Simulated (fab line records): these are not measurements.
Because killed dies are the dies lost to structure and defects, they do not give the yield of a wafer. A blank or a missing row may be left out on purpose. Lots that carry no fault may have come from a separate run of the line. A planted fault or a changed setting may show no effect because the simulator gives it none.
A struck lot beside a sound one / flow sky130 / 14 out of 708 route steps
Sound: wafers L121.3, L121.4, L121.5. Wafers struck: L138.1, L138.2, L138.4. The cause is named last.
At each step with rows: each side's tool, then ch and its chambers, then its first start. Under that, the readings that differ: sound wafers / struck wafers / difference of the means / sigmas: that difference in standard deviations of wafers without a fault.
alike: words and numbers the same on both sides, and readings whose means are apart by under 2 such deviations; not compared: readings that were withheld, readings missing a value for some wafer, numbers with overlapping values and no deviation given by the record, and bounds like >300 which may hide the same value.
A row with sigmas, a row that says differs or no value, or rows on one side alone: a step with any of these is where the two part. When numbers do not overlap yet have no deviation, they are printed without sigmas and do not part them. Lack of a reading on every wafer of one side parts them only where that side has two or more wafers.

SKY_METAL4_STRIP_19: strips in O2/N2.
  sound on plasmaAsher-03 ch 0,1, day 42 13:16; struck on plasmaAsher-01 ch 0,1, day 46 22:37
  alike: drypumpMotorCurrentA, n2FlowSccm, oesProductAu, stripTimeToEndpointS
  not compared: rfHoursCounterH
then, 4 steps without rows for these wafers: SKY_METAL4_STRIP_20 (strips in post etch residue remover, time 1200 s); SKY_METAL4_CLEAN_21 (cleans in IPA, time 180 s); SKY_METAL4_CLEAN_22 (cleans in O3/DIW); SKY_VIA4_HDPCVD_00 (deposits SiO2, target thk 1750 nm, time 291.7 s).
SKY_VIA4_THK_MEAS_01:
  sound: filmMetro-01 at day 42 14:02; struck: filmMetro-03 at day 46 23:24
  alike: VIA4_HDPCVD_THK
SKY_VIA4_CMP_02: polishes SiO2.
  sound on cmp-01 ch 1,3, day 42 14:07; struck on cmp-01 ch 1,2,3, day 46 23:28
  alike: motorCurrentA
SKY_VIA4_BOW_MEAS_03:
  sound: filmMetro-02 at day 42 14:25; struck: filmMetro-01 at day 46 23:46
  alike: VIA4_BOW
then, 4 steps without rows for these wafers: SKY_VIA4_DEHYDRATE_04 (time 60 s); SKY_VIA4_HMDS_05 (prime time 60 s); SKY_VIA4_COAT_06 (resist thk 1140 nm); SKY_VIA4_SOFTBAKE_07 (time 58.37 s).
SKY_VIA4_EXPOSE_08: exposes mask VIM4, target cd 800 nm.
  sound on ilineStepper-01 ch 0, day 43 02:30; struck on ilineStepper-01, day 47 09:37
  no value came back on the struck wafers for exposureDoseMJCm2, focusOffsetNm (nm); on the sound wafers exposureDoseMJCm2 reads 131.87 131.97 132.12
  alike: mask
then, 1 step without rows for these wafers: SKY_VIA4_PEB_09.

## WHERE THEY PART
SKY_VIA4_EXPOSE_08 only, going by this record.

WHY: what had been put in by the simulator
Beginning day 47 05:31, the whole step at SKY_VIA4_EXPOSE_08 was skipped on ilineStepper-01. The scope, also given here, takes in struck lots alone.
